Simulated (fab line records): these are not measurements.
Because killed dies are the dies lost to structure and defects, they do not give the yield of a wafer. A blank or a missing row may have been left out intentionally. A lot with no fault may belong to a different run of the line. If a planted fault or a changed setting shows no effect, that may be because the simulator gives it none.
Comparing a struck lot with a sound one || flow sky130 || 17 out of 708 route steps
Sound: the wafers L933.1, L933.4, L933.6. Wafers struck: L943.2, L943.3, L943.6. At the end, the cause is stated.
Each step with rows lists, per side, the tool, then ch with its chambers, then its first start. Under that, the readings that differ: sound wafers || struck wafers || difference of the means || sigmas: that difference in standard deviations of wafers without a fault.
alike: readings whose means differ by less than 2 such deviations, and words and numbers that are the same on both sides. not compared: withheld readings, readings that some wafer has no value for, bounds like >300 that may hide the same value, and numbers for which the record gives no deviation and whose values overlap.
Wherever a step has rows on one side only, a row that says differs or no value, or a row with sigmas, the two part there. Non-overlapping numbers with no deviation appear without sigmas and do not part them. A reading missing from all wafers of one side parts the sides only when that side holds two or more wafers.

first, 1 step without rows for these wafers: SKY_VT_ADJUST_NCORE_IMPLANT_09.
SKY_VT_ADJUST_NCORE_STRIP_10: strips in O2/N2.
  sound on plasmaAsher-02 ch 1, day 9 03:12; struck on plasmaAsher-02 ch 0,1, day 11 16:03
{"reading": "stripTimeToEndpointS (s)", "sound": "14.23 14.27 14.19", "struck": "14.11 14.12 14.08", "difference": -0.13, "sigmas": -3}
  alike: drypumpMotorCurrentA, oesProductAu
  not compared: rfHoursCounterH
SKY_VT_ADJUST_NCORE_TW_MEAS_11:
  struck on filmMetro-03, day 11 16:10; sound on filmMetro-01, day 9 03:18
{"reading": "VT_ADJUST_NCORE_TW", "sound": "219.0 218.9 219.4", "struck": "223.3 223.0 222.6", "difference": "+3.9", "sigmas": "+2"}
then, 7 steps without rows for these wafers: SKY_VT_ADJUST_HVTR_DEHYDRATE_00 (time 60 s); SKY_VT_ADJUST_HVTR_HMDS_01 (prime time 60 s); SKY_VT_ADJUST_HVTR_COAT_02 (resist thk 1140 nm); SKY_VT_ADJUST_HVTR_SOFTBAKE_03 (time 60 s); SKY_VT_ADJUST_HVTR_EXPOSE_04 (exposes mask HVTRM, target cd 380 nm); SKY_VT_ADJUST_HVTR_PEB_05; SKY_VT_ADJUST_HVTR_DEVELOP_06 (develop time 60 s).
SKY_VT_ADJUST_HVTR_CD_MEAS_07: the cd target is 380 nm.
  struck on cdSem-01, day 12 15:16; sound on cdSem-01, day 10 00:27
  alike: cdNm
SKY_VT_ADJUST_HVTR_OVL_MEAS_08:
  struck on overlay-02, day 12 15:22; sound on overlay-02, day 10 00:34
  alike: VT_ADJUST_HVTR_OVL
SKY_VT_ADJUST_HVTR_IMPLANT_09:
  sound on implanter-04 ch 0, day 10 00:37; struck on implanter-02 ch 0, day 12 15:45
SKY_VT_ADJUST_HVTR_STRIP_10: strips in O2/N2.
  sound on plasmaAsher-01 ch 0,1, day 10 00:46; struck on plasmaAsher-01 ch 0,1, day 12 15:52
{"reading": "stripTimeToEndpointS (s)", "sound": "14.15 14.22 14.15", "struck": "14.26 14.26 14.25", "difference": "+0.08", "sigmas": "+2"}
  alike: drypumpMotorCurrentA, oesProductAu
  not compared: rfHoursCounterH
SKY_VT_ADJUST_HVTR_TW_MEAS_11:
  struck on filmMetro-03, day 12 15:59; sound on filmMetro-03, day 10 00:52
{"reading": "VT_ADJUST_HVTR_TW", "sound": "215.9 215.2 214.6", "struck": "261.8 263.3 262.1", "difference": "+47.2", "sigmas": "+25"}
then, 1 step without rows for these wafers: SKY_VT_ADJUST_PCH_DEHYDRATE_00 (time 60 s).
-- here the record skips 36 days between the struck wafers' starts before and after, leaving off in module VT_ADJUST_PCH and picking up in module PAD_OPEN (first step shown: number 708 of the route) --
SKY_PAD_OPEN_PROBE_99:
  struck on prober-02, day 48 12:07; sound on prober-01, day 46 04:01
{"reading": "model.etest.pfet_01v8_mvt.driveUaUm", "sound": "147.2 148.1 150.9", "struck": "193.6 193.2 192.6", "difference": "+44.4", "sigmas": ""}
{"reading": "model.etest.pfet_01v8_mvt.offLog10AUm", "sound": "-10.94 -10.71 -10.86", "struck": "-6.407 -6.426 -6.392", "difference": "+4.428", "sigmas": ""}
{"reading": "model.etest.pfet_01v8_mvt.vtSatV (V)", "sound": "-0.5821 -0.5719 -0.5755", "struck": "-0.1014 -0.1111 -0.1125", "difference": "+0.4682", "sigmas": ""}
{"reading": "model.etest.pfet_01v8_mvt.vtV (V)", "sound": "-0.6627 -0.655 -0.6581", "struck": "-0.2527 -0.26 -0.2641", "difference": "+0.3997", "sigmas": ""}
{"reading": "model.etest.pfet_01v8_mvt.vtLongV (V)", "sound": "-0.8663 -0.8631 -0.8625", "struck": "-0.514 -0.5272 -0.5325", "difference": "+0.339", "sigmas": ""}
{"reading": "model.etest.pfet_01v8_mvt.bodyRiseV (V)", "sound": "-0.1951 -0.1929 -0.1908", "struck": "-0.2278 -0.2284 -0.2277", "difference": -0.0350, "sigmas": ""}
  alike: killed_at_M0_to_M3, killed_at_M4_up, killedAtContacts, killedAtFrontEnd, killedAtOther, killedDies, killedOpen, killedShort

## WHERE THEY PART
Earliest at SKY_VT_ADJUST_NCORE_STRIP_10; latest, in this record, at SKY_VT_ADJUST_HVTR_TW_MEAS_11. Later steps at which nothing parts them and some readings are alike: SKY_PAD_OPEN_PROBE_99.

WHY: what had been put in by the simulator
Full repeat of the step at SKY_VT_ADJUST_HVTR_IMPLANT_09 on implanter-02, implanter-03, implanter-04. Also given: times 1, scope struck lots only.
